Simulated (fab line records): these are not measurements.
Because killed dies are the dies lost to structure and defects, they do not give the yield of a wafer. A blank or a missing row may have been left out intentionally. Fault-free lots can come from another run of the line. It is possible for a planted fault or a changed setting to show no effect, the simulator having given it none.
What tool caused it? | flow sky130 | 7 lots, 21 wafers sampled, at 1 step of a route of 708

## WHAT THE GAUGES READ, wafer by wafer
SKY_VT_ADJUST_NCORE_CD_MEAS_07: the cd target is 380 nm.
lot  | measured     | on        | cd_nm (nm)
L713 | day 8 23:07  | cd_sem-02 | 380.1 379.1 381.8
L715 | day 9 13:49  | cd_sem-01 | 375.6 378.8 377.0
L717 | day 10 04:16 | cd_sem-02 | 379.1 380.6 381.4
L720 | day 11 06:24 | cd_sem-02 | 380.8 379.4 379.8
L723 | day 11 20:51 | cd_sem-02 | 373.8 374.5 379.8
L725 | day 12 09:20 | cd_sem-02 | 378.0 379.1 379.2
L735 | day 15 10:21 | cd_sem-02 | 376.6 377.4 378.1

## WHAT TOOL EACH LOT RAN ON (gives the tool, then ch and the chambers of the sampled wafers, and finally the start)
The record holds no process step before these readings.

## THE ANSWER, worked out from the rows above alone
Rule: the lots themselves supply what counts as usual. The widest of any qualifying gaps counts: lots, ordered by their means at a reading, are off when they make up no more than a third of the lots, leave a main group of 4 or more, and stand apart from it by 3 or more times the standard deviation of that group's means. The tables above print the reading to a certain number of digits; a main group whose means all agree to those digits is not used. Also off: a lot with no number at a reading for which 4 or more lots have one. The other lots that the step has rows for count as sound.
Nothing can be told from this: no lot is off at any reading shown.

## WHAT THE SIMULATOR HAD PUT IN
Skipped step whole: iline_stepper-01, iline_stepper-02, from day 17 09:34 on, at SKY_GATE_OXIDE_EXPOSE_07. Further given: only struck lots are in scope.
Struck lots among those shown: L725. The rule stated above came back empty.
